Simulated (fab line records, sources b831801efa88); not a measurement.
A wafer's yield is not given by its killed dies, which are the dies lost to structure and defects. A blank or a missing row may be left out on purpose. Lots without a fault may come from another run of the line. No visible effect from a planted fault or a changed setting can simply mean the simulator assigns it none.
Which of the tools did it?	flow sky130	36 wafers from 12 lots sampled at 5 of the route's 708 steps

== WHAT THE GAUGES SHOWED, per wafer ==
SKY_NWELL_RS_MEAS_29: uses a four-point probe to measure. Usual: NWELL_RS typically reads 624.7 ohm/sq, with standard deviation 1.7.
lot	measured	on	NWELL_RS (ohm/sq)	flag
L488	day 5 13:17	film_metro-01	626.1 625.8 626.1	
L492	day 6 14:57	film_metro-02	626.3 623.6 625.6	
L491	day 6 16:04	film_metro-01	624.5 623.9 625.6	
L495	day 7 20:05	film_metro-02	625.5 626.0 625.7	
L497	day 7 21:49	film_metro-01	623.6 624.7 622.0	
L498	day 8 06:48	film_metro-01	623.2 623.7 622.7	
L500	day 8 13:11	film_metro-01	622.7 621.2 621.9	
L499	day 8 14:07	film_metro-04	623.0 624.2 624.5	
L502	day 9 03:24	film_metro-01	628.8 627.4 627.7	
L503	day 9 03:47	film_metro-02	626.3 627.1 625.9	
L510	day 10 19:20	film_metro-04	598.9 599.7 597.9 597.7 599.4 597.5	OFF
L511	day 11 06:00	film_metro-04	595.0 596.7 596.6 596.9 598.6 597.6	OFF

SKY_VT_ADJUST_NCORE_CD_MEAS_07: target cd 380 nm. Usual: cd_nm at 379 nm, with a standard deviation of 3.4.
lot	measured	on	cd_nm (nm)	flag
L488	day 8 19:02	cd_sem-01	378 379 377	
L492	day 10 03:15	cd_sem-02	382 381 382	
L491	day 10 03:59	cd_sem-02	373 371 372	
L495	day 11 12:27	cd_sem-01	381 383 382	
L497	day 11 13:09	cd_sem-02	384 382 384	
L498	day 12 00:54	cd_sem-02	378 376 378	
L500	day 12 09:27	cd_sem-01	377 382 380	
L499	day 12 09:54	cd_sem-02	380 380 382	
L502	day 13 00:47	cd_sem-02	379 379 377	
L503	day 13 02:40	cd_sem-01	379 381 379	
L510	day 14 21:58	cd_sem-01	382 379 383	
L511	day 15 10:14	cd_sem-02	379 382 383	

SKY_VT_ADJUST_HVTR_TW_MEAS_11. Usual: VT_ADJUST_HVTR_TW typically reads 212.7, with standard deviation 1.5.
lot	measured	on	VT_ADJUST_HVTR_TW	flag
L488	day 9 17:50	film_metro-01	213.3 212.9 213.5	
L492	day 11 02:15	film_metro-01	212.5 211.5 212.8	
L491	day 11 03:31	film_metro-02	215.3 214.5 214.3	
L495	day 12 13:23	film_metro-04	212.1 210.8 212.1	
L497	day 12 14:28	film_metro-04	211.5 212.0 212.4	
L498	day 13 01:33	film_metro-04	210.6 211.1 209.6	
L500	day 13 10:42	film_metro-02	215.5 213.3 214.3	
L499	day 13 11:22	film_metro-01	211.0 212.8 211.3	
L502	day 14 02:19	film_metro-04	212.7 212.3 212.6	
L503	day 14 04:40	film_metro-04	211.9 212.0 212.0	
L510	day 16 01:59	film_metro-02	213.8 211.9 213.6	
L511	day 16 14:40	film_metro-02	212.7 212.6 212.6	

== TOOL THAT RAN EACH LOT (tool first, then ch and the chambers of the sampled wafers, then the start) ==
lot	SKY_NWELL_IMPLANT_11	SKY_VT_ADJUST_HVTP_STRIP_10
L488	implanter-02 ch 0, day 4 19:11	plasma_asher-03 ch 0,1, day 6 08:27
L492	implanter-04 ch 0, day 5 19:58	plasma_asher-03 ch 0,1, day 7 10:52
L491	implanter-03 ch 0, day 5 20:43	plasma_asher-04 ch 0,1, day 7 10:58
L495	implanter-02 ch 0, day 7 00:05	plasma_asher-03 ch 0,1, day 8 17:36
L497	implanter-02 ch 0, day 7 01:07	plasma_asher-01 ch 0,1, day 8 18:10
L498	implanter-03 ch 0, day 7 09:52	plasma_asher-03 ch 0,1, day 9 04:46
L500	implanter-03 ch 0, day 7 15:29	plasma_asher-03 ch 0,1, day 9 11:05
L499	implanter-04 ch 0, day 7 16:55	plasma_asher-03 ch 0,1, day 9 11:40
L502	implanter-03 ch 0, day 8 05:37	plasma_asher-04 ch 1, day 10 01:28
L503	implanter-04 ch 0, day 8 06:01	plasma_asher-01 ch 0,1, day 10 03:45
L510	implanter-04 ch 0, day 9 20:11	plasma_asher-04 ch 0,1, day 11 19:55
L511	implanter-04 ch 0, day 10 06:41	plasma_asher-04 ch 0,1, day 12 06:46
- SKY_NWELL_IMPLANT_11
- SKY_VT_ADJUST_HVTP_STRIP_10: strips in O2/N2.

== AS READ BY THE TOOLS THEMSELVES (means over the sampled wafers that have a number; for cases with no such wafer, the mark the record gives instead) ==
SKY_NWELL_IMPLANT_11. Usual: beam_energy_keV at 400.00, with a standard deviation of 0.12.
lot	tool	beam_energy_keV	flag
L488	implanter-02	400.14	
L492	implanter-04	399.96	
L491	implanter-03	399.94	
L495	implanter-02	399.89	
L497	implanter-02	400.03	
L498	implanter-03	400.02	
L500	implanter-03	399.97	
L499	implanter-04	400.03	
L502	implanter-03	399.83	
L503	implanter-04	400.01	
L510	implanter-04	485.52	OFF
L511	implanter-04	485.44	OFF

SKY_VT_ADJUST_HVTP_STRIP_10. Usual: drypump_motor_current_A 5.9 A, standard deviation 0.39; oes_product_au 0.716 a.u., standard deviation 0.0047; strip_time_to_endpoint_s 14.18 s, standard deviation 0.045.
lot	tool	drypump_motor_current_A (A)	oes_product_au (a.u.)	strip_time_to_endpoint_s (s)	flag
L488	plasma_asher-03	6.2	0.715	14.21	
L492	plasma_asher-03	6.4	0.717	14.21	
L491	plasma_asher-04	5.5	0.718	14.23	
L495	plasma_asher-03	6.3	0.716	14.22	
L497	plasma_asher-01	6.0	0.716	14.20	
L498	plasma_asher-03	6.2	0.714	14.25	
L500	plasma_asher-03	6.3	0.718	14.11	
L499	plasma_asher-03	6.2	0.714	14.20	
L502	plasma_asher-04	5.3	0.711	14.13	
L503	plasma_asher-01	5.7	0.712	14.17	
L510	plasma_asher-04	5.5	0.719	14.15	
L511	plasma_asher-04	5.6	0.714	14.18	

== THE ANSWER, worked out from the rows above alone ==
Rule: a lot counts as off when the mean over its wafers that have a number is more than 3 standard deviations away from the usual mean. A lot without any number at a reading at which 4 lots or more have one is off too. All remaining lots with rows at the step are treated as sound. After the gauges, taken in route order, come the tools' own readings; for these a lot's mean is taken, as printed above. The first step at which some lot is off is used, and at that step the reading that is off furthest; a lot without a number counts as furthest.
Off: L510, L511, at SKY_NWELL_RS_MEAS_29 (NWELL_RS).
If a tool, at a process step before that reading, ran all the lots that are off and no sound lot after the first of them, it fits. The gauges at SKY_NWELL_RS_MEAS_29 aren't tried: what is off there is off at SKY_NWELL_IMPLANT_11 too, on other tools, and a gauge's error can't cause that. One fits: SKY_NWELL_IMPLANT_11 on implanter-04. A fault onset in the window from L503 (day 8 06:01, its last sound lot) to L510 (day 9 20:11, its first lot off) fits.
On the lots that are off, the tool's own readings at SKY_NWELL_IMPLANT_11 differ by more than 5 times the standard deviation of the sound lots' means, which bears it out; beam_energy_keV reads 485.48 there versus 399.98 on the sound lots.

== WHAT HAD BEEN PUT IN BY THE SIMULATOR ==
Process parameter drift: implanter-04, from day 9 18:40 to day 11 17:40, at SKY_NWELL_IMPLANT_11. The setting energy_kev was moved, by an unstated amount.
Lots struck among those shown: L510, L511. The rule above reached the same finding.
